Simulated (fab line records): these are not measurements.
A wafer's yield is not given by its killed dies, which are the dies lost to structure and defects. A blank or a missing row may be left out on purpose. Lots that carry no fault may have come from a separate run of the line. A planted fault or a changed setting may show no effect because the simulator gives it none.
Which of the tools did it? / flow sky130 / 12 lots, 36 wafers sampled, at 5 steps of a route of 708

== WHAT THE GAUGES SHOWED, per wafer ==
SKY_VIA2_CD_MEAS_12: the cd target is 200 nm.
lot=L075; measured=day 36 13:01; on=cdSem-01; cdNm (nm)=199.9 200.3 199.8
lot=L077; measured=day 37 11:11; on=cdSem-02; cdNm (nm)=200.7 200.5 200.7
lot=L079; measured=day 38 02:06; on=cdSem-02; cdNm (nm)=196.9 198.2 197.7
lot=L081; measured=day 38 16:53; on=cdSem-02; cdNm (nm)=200.5 200.8 201.0
lot=L083; measured=day 39 14:04; on=cdSem-01; cdNm (nm)=201.8 203.0 201.6
lot=L085; measured=day 39 22:02; on=cdSem-02; cdNm (nm)=200.4 199.8 198.1
lot=L087; measured=day 40 18:12; on=cdSem-02; cdNm (nm)=201.3 200.9 201.2
lot=L088; measured=day 41 05:56; on=cdSem-02; cdNm (nm)=198.1 197.1 198.4
lot=L091; measured=day 41 12:07; on=cdSem-02; cdNm (nm)=198.3 198.9 199.1
lot=L093; measured=day 42 04:35; on=cdSem-02; cdNm (nm)=198.2 200.0 200.1
lot=L095; measured=day 42 20:13; on=cdSem-02; cdNm (nm)=200.7 199.7 200.3
lot=L097; measured=day 43 01:31; on=cdSem-01; cdNm (nm)=200.8 200.2 200.2

== WHAT TOOL EACH LOT RAN ON (gives the tool, then ch and the chambers of the sampled wafers, and finally the start) ==
lot=L075; SKY_SD_N_STRIP_11=plasmaAsher-02 ch 1, day 28 02:23; SKY_LI_CONTACT_STRIP_16=plasmaAsher-04 ch 0,1, day 29 09:02; SKY_CONTACT_CVD_00=pecvd-01 ch 1,2, day 30 15:20; SKY_METAL2_SPUTTER_02=pvdSputter-04, day 34 06:56
lot=L077; SKY_SD_N_STRIP_11=plasmaAsher-04 ch 0,1, day 29 03:15; SKY_LI_CONTACT_STRIP_16=plasmaAsher-03 ch 0,1, day 30 09:28; SKY_CONTACT_CVD_00=pecvd-01 ch 0,1, day 31 15:47; SKY_METAL2_SPUTTER_02=pvdSputter-02, day 35 04:35
lot=L079; SKY_SD_N_STRIP_11=plasmaAsher-01 ch 0, day 29 19:20; SKY_LI_CONTACT_STRIP_16=plasmaAsher-01 ch 0,1, day 30 23:57; SKY_CONTACT_CVD_00=pecvd-03 ch 0,1,2, day 32 05:37; SKY_METAL2_SPUTTER_02=pvdSputter-02, day 35 20:20
lot=L081; SKY_SD_N_STRIP_11=plasmaAsher-04 ch 0,1, day 30 13:18; SKY_LI_CONTACT_STRIP_16=plasmaAsher-03 ch 0,1, day 31 18:21; SKY_CONTACT_CVD_00=pecvd-01 ch 0,1, day 32 23:27; SKY_METAL2_SPUTTER_02=pvdSputter-04, day 36 11:19
lot=L083; SKY_SD_N_STRIP_11=plasmaAsher-01 ch 0,1, day 31 10:17; SKY_LI_CONTACT_STRIP_16=plasmaAsher-04 ch 0,1, day 32 15:13; SKY_CONTACT_CVD_00=pecvd-01 ch 0,1, day 33 20:32; SKY_METAL2_SPUTTER_02=pvdSputter-04, day 37 09:01
lot=L085; SKY_SD_N_STRIP_11=plasmaAsher-04 ch 0,1, day 31 18:45; SKY_LI_CONTACT_STRIP_16=plasmaAsher-03 ch 0,1, day 33 00:37; SKY_CONTACT_CVD_00=pecvd-01 ch 0,2, day 34 05:59; SKY_METAL2_SPUTTER_02=pvdSputter-04, day 37 18:00
lot=L087; SKY_SD_N_STRIP_11=plasmaAsher-04 ch 0,1, day 32 18:42; SKY_LI_CONTACT_STRIP_16=plasmaAsher-01 ch 0, day 33 22:50; SKY_CONTACT_CVD_00=pecvd-04 ch 0,1,2, day 35 03:41; SKY_METAL2_SPUTTER_02=pvdSputter-04, day 38 15:02
lot=L088; SKY_SD_N_STRIP_11=plasmaAsher-01 ch 0, day 33 06:07; SKY_LI_CONTACT_STRIP_16=plasmaAsher-01 ch 0,1, day 34 10:29; SKY_CONTACT_CVD_00=pecvd-01 ch 0,2, day 35 15:43; SKY_METAL2_SPUTTER_02=pvdSputter-04, day 39 03:37
lot=L091; SKY_SD_N_STRIP_11=plasmaAsher-01 ch 0,1, day 33 12:46; SKY_LI_CONTACT_STRIP_16=plasmaAsher-03 ch 0,1, day 34 16:31; SKY_CONTACT_CVD_00=pecvd-04 ch 1,2, day 35 21:04; SKY_METAL2_SPUTTER_02=pvdSputter-04, day 39 08:04
lot=L093; SKY_SD_N_STRIP_11=plasmaAsher-01 ch 0,1, day 34 06:10; SKY_LI_CONTACT_STRIP_16=plasmaAsher-03 ch 0,1, day 35 10:49; SKY_CONTACT_CVD_00=pecvd-01 ch 0,1,2, day 36 15:21; SKY_METAL2_SPUTTER_02=pvdSputter-04, day 40 02:38
lot=L095; SKY_SD_N_STRIP_11=plasmaAsher-04 ch 0,1, day 34 22:01; SKY_LI_CONTACT_STRIP_16=plasmaAsher-01 ch 0,1, day 36 02:47; SKY_CONTACT_CVD_00=pecvd-04 ch 1,2, day 37 06:34; SKY_METAL2_SPUTTER_02=pvdSputter-03, day 40 17:40
lot=L097; SKY_SD_N_STRIP_11=plasmaAsher-04 ch 0,1, day 35 08:00; SKY_LI_CONTACT_STRIP_16=plasmaAsher-04 ch 0,1, day 36 12:11; SKY_CONTACT_CVD_00=pecvd-01 ch 0,1,2, day 37 16:17; SKY_METAL2_SPUTTER_02=pvdSputter-04, day 41 00:32
- SKY_SD_N_STRIP_11: strips in O2/N2.
- SKY_LI_CONTACT_STRIP_16: strips in O2/N2.
- SKY_CONTACT_CVD_00: deposits Si3N4, target thk 75 nm.
- SKY_METAL2_SPUTTER_02: material AlCu, target thk 250 nm, time 13.3 s.

== THE ANSWER, worked out from the rows above alone ==
Rule: the lots themselves supply what counts as usual. The widest of any qualifying gaps counts: lots, ordered by their means at a reading, are off when they make up no more than a third of the lots, leave a main group of 4 or more, and stand apart from it by 3 or more times the standard deviation of that group's means. A main group whose means are all the same, to the digits that the tables above print for the reading, isn't used. Also off: a lot with no number at a reading for which 4 or more lots have one. Any other lot the step has rows for is counted as sound.
No lot is off at any reading shown: from this, nothing can be told.

== WHAT WAS PUT IN BY THE SIMULATOR ==
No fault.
